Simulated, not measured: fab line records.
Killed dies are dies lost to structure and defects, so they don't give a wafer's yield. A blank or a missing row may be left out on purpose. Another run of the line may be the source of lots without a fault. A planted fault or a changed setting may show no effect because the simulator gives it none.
Commonality check across tools ; flow sky130 ; 14 lots and 42 wafers in the sample

WHAT PROMPTED THE OPENING
Of 14 lots, 2 have the reading VT_ADJUST_PCH_TW flagged at SKY_VT_ADJUST_PCH_TW_MEAS_10. Wafers without a fault read 142.9, standard deviation 0.88.
Rule: a lot is flagged when every wafer of it that has a number lies more than 4 standard deviations from that mean, or none has a number. As for the other lots, they are considered sound.

lot;measured;on;VT_ADJUST_PCH_TW, wafer by wafer;flag
L989;day 10 04:41;film_metro-02;142.9 141.7 142.5;
L991;day 10 23:31;film_metro-04;143.5 143.4 143.2;
L995;day 12 06:52;film_metro-04;29.9 29.9 30.0;FLAGGED
L997;day 12 19:41;film_metro-04;30.0 29.7 29.9;FLAGGED
L101;day 14 02:33;film_metro-02;142.8 141.9 141.6;
L102;day 14 14:07;film_metro-04;142.5 142.3 142.4;
L105;day 15 22:26;film_metro-01;142.8 143.4 143.8;
L106;day 15 23:04;film_metro-01;143.8 143.6 143.8;
L107;day 16 06:50;film_metro-01;143.7 144.5 144.0;
L108;day 16 10:25;film_metro-04;142.8 142.8 142.1;
L109;day 16 19:58;film_metro-02;142.1 141.8 142.4;
L110;day 17 03:58;film_metro-01;143.6 143.9 143.8;
L112;day 18 13:01;film_metro-02;142.9 143.0 142.2;
L111;day 18 14:34;film_metro-02;141.7 142.0 141.6;
Averaged over the flagged lots the numbers come to 29.9, -113.0 from the usual (-99 or more standard deviations).

WHICH TOOL EACH LOT WENT THROUGH
Before the reading, the record contains 2 process steps out of a 708-step route. Each cell gives the tool, then ch followed by the chambers the sampled wafers passed through, then the start.
lot;flag;SKY_VT_ADJUST_NCORE_STRIP_10;SKY_VT_ADJUST_PCH_DEVELOP_06
L989;;plasma_asher-03 ch 1, day 8 09:35;litho_track-03 ch 0, day 10 04:00
L991;;plasma_asher-03 ch 0,1, day 9 03:47;litho_track-04 ch 0, day 10 23:00
L995;FLAGGED;plasma_asher-03 ch 0, day 10 07:07;litho_track-03 ch 0, day 12 06:00
L997;FLAGGED;plasma_asher-04 ch 0,1, day 10 18:55;litho_track-03 ch 0, day 12 19:00
L101;;plasma_asher-03 ch 0,1, day 12 00:55;litho_track-04 ch 0, day 14 02:00
L102;;plasma_asher-01 ch 0,1, day 12 10:10;litho_track-04 ch 0, day 14 13:00
L105;;plasma_asher-03 ch 0,1, day 13 16:46;litho_track-03 ch 0, day 15 22:00
L106;;plasma_asher-04 ch 0,1, day 13 17:22;litho_track-04 ch 0, day 15 22:00
L107;;plasma_asher-04 ch 0,1, day 13 23:41;litho_track-03 ch 0, day 16 06:00
L108;;plasma_asher-04 ch 0,1, day 14 03:50;litho_track-01 ch 0, day 16 10:00
L109;;plasma_asher-03 ch 0,1, day 14 11:40;litho_track-01 ch 0, day 16 19:00
L110;;plasma_asher-01 ch 0,1, day 14 20:53;litho_track-01 ch 0, day 17 03:00
L112;;plasma_asher-01 ch 0,1, day 16 03:01;litho_track-03 ch 0, day 18 12:00
L111;;plasma_asher-04 ch 0,1, day 16 03:31;litho_track-01 ch 0, day 18 14:00
What the steps here do:
- SKY_VT_ADJUST_NCORE_STRIP_10: strips in O2/N2.
- SKY_VT_ADJUST_PCH_DEVELOP_06: develop time 60 s.
- SKY_VT_ADJUST_PCH_TW_MEAS_10

FLAGGED OVER TOTAL, TOOL BY TOOL (the gauges that took the reading come last)
step;tool;lots run;flagged;share of the flagged lots;sound lots run after its first flagged lot
SKY_VT_ADJUST_NCORE_STRIP_10;plasma_asher-01;3;0;none;-
SKY_VT_ADJUST_NCORE_STRIP_10;plasma_asher-03;6;1;some;3 (L101,L105,L109)
SKY_VT_ADJUST_NCORE_STRIP_10;plasma_asher-04;5;1;some;4 (L106,L107,L108,L111)
SKY_VT_ADJUST_PCH_DEVELOP_06;litho_track-01;4;0;none;-
SKY_VT_ADJUST_PCH_DEVELOP_06;litho_track-03;6;2;all;3 (L105,L107,L112)
SKY_VT_ADJUST_PCH_DEVELOP_06;litho_track-04;4;0;none;-
SKY_VT_ADJUST_PCH_TW_MEAS_10;film_metro-01;4;0;none;-
SKY_VT_ADJUST_PCH_TW_MEAS_10;film_metro-02;5;0;none;-
SKY_VT_ADJUST_PCH_TW_MEAS_10;film_metro-04;5;2;all;2 (L102,L108)

WHAT THE TABLE ALLOWS
2 rows of the table ran every flagged lot: litho_track-03 at SKY_VT_ADJUST_PCH_DEVELOP_06, film_metro-04 at SKY_VT_ADJUST_PCH_TW_MEAS_10.
- litho_track-03 at SKY_VT_ADJUST_PCH_DEVELOP_06: 2 of its 6 lots flagged. Sound lots ran on it after the first flagged one (L105, L107, L112), which a lasting fault on the whole tool wouldn't allow.
- film_metro-04 at SKY_VT_ADJUST_PCH_TW_MEAS_10: 2 of its 5 lots flagged. Sound lots ran on it after the first flagged one (L102, L108), which a lasting fault on the whole tool wouldn't allow.
No row of the table ran every flagged lot and no sound lot after the first.

WHAT THE SIMULATOR PUT IN
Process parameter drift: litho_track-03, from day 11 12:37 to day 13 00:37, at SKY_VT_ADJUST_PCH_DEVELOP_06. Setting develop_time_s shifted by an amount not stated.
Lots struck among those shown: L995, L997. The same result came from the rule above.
